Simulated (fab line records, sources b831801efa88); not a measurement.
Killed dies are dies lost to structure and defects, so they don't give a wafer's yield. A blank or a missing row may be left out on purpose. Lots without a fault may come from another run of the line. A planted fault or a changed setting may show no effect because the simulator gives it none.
A struck lot beside a sound one | flow sky130 | 19 steps out of a route of 708
Sound: wafers L620.1, L620.3, L620.6. Struck: wafers L612.1, L612.6. The cause comes at the end.
At each step with rows: each side's tool, then ch and its chambers, then its first start. Under that, the readings that differ: sound wafers | struck wafers | difference of the means | sigmas: that difference in standard deviations of wafers without a fault.
alike: readings whose means differ by less than 2 such deviations, and words and numbers that are the same on both sides. not compared: withheld readings, readings that some wafer has no value for, bounds like >300 that may hide the same value, and numbers for which the record gives no deviation and whose values overlap.
The two part at a step that has a row with sigmas, a row that says differs or no value, or rows on one side only. Numbers that don't overlap but have no deviation are shown without sigmas and don't part them. A reading that every wafer of one side lacks parts them only if that side has two wafers or more.

SKY_FIELD_ISO_BOW_MEAS_00:
  sound on film_metro-04, day 5 09:00; struck on film_metro-01, day 3 17:00
  alike: INCOMING_BOW
then, 1 step without rows for these wafers: SKY_FIELD_ISO_OXIDATION_01 (stabilise 600 s, purge 300 s, target thk 12 nm).
SKY_FIELD_ISO_THK_MEAS_02:
  sound on film_metro-04, day 5 11:28; struck on film_metro-04, day 3 19:29
  alike: FIELD_ISO_OXIDATION_00_THK
then, 1 step without rows for these wafers: SKY_FIELD_ISO_CVD_03 (deposits Si3N4 from DCS/NH3, target thk 165 nm, time 2830 s).
SKY_FIELD_ISO_THK_MEAS_04:
  sound on film_metro-04, day 5 13:21; struck on film_metro-01, day 3 23:11
  alike: FIELD_ISO_CVD_03_THK
then, 2 steps without rows for these wafers: SKY_FIELD_ISO_DEHYDRATE_05 (time 60 s); SKY_FIELD_ISO_HMDS_06 (prime time 60 s).
SKY_FIELD_ISO_COAT_07: resist thk 60 nm.
  sound on litho_track-04 ch 0, day 5 22:17; struck on litho_track-02 ch 0, day 4 07:46
  alike: exhaust_pa
  not compared: resist_line_temp_C
then, 5 steps without rows for these wafers: SKY_FIELD_ISO_COAT_08 (resist thk 450 nm); SKY_FIELD_ISO_SOFTBAKE_09 (time 90 s); SKY_FIELD_ISO_EXPOSE_10 (exposes mask FOM, target cd 150 nm); SKY_FIELD_ISO_PEB_11; SKY_FIELD_ISO_DEVELOP_12 (develop time 60 s).
SKY_FIELD_ISO_CD_MEAS_13: target cd 150 nm.
  sound on cd_sem-01, day 6 08:32; struck on cd_sem-01, day 4 16:42
  alike: cd_nm
SKY_FIELD_ISO_ETCH_14: etches BARC in N2/H2, stops on SiO2, time 45.9 s, target depth 60 nm.
  sound on rie_diel-01 ch 0,2, day 6 08:39; struck on rie_diel-01 ch 0,2, day 4 16:49
  reading                  | sound             | struck      | difference | sigmas
  oes_product_au (a.u.)    | 0.857 0.853 0.852 | 0.895 0.893 | +0.040     | +9
  model.etch.depth_nm (nm) | 59.98 59.9 59.84  | 65.48 65.53 | +5.60      |
  alike: drypump_motor_current_A, h2_flow_sccm, throttle_valve_pct
  not compared: rf_hours_counter_h
SKY_FIELD_ISO_ETCH_15: etches the open film in CHF3/O2, stops on Si, target depth 180 nm, time 72 s.
  sound on rie_diel-01 ch 0,2, day 6 08:41; struck on rie_diel-01 ch 0,2, day 4 16:52
  alike: drypump_motor_current_A, oes_product_au, throttle_valve_pct
  not compared: rf_hours_counter_h
SKY_FIELD_ISO_STRIP_16: strips in O2/N2.
  sound on plasma_asher-02 ch 0,1, day 6 08:45; struck on plasma_asher-02 ch 0, day 4 16:55
  reading                      | sound             | struck      | difference | sigmas
  strip_time_to_endpoint_s (s) | 3.461 3.512 3.508 | 3.645 3.620 | +0.139     | +5
  alike: drypump_motor_current_A, oes_product_au
  not compared: rf_hours_counter_h
SKY_FIELD_ISO_ETCH_17: etches Si in HBr/Cl2/O2, target depth 342 nm, time 97.7 s.
  sound on rie_si-02 ch 0,1, day 6 08:51; struck on rie_si-01 ch 1,3, day 4 17:01
  alike: drypump_motor_current_A, oes_product_au, throttle_valve_pct
  not compared: rf_hours_counter_h
then, 1 step without rows for these wafers: SKY_PAD_OPEN_PROBE_99.

WHERE THEY PART
First at SKY_FIELD_ISO_ETCH_14; last, within this record, at SKY_FIELD_ISO_STRIP_16. Later steps at which nothing parts them and some readings are alike: SKY_FIELD_ISO_ETCH_17.

WHY: what the simulator had put in
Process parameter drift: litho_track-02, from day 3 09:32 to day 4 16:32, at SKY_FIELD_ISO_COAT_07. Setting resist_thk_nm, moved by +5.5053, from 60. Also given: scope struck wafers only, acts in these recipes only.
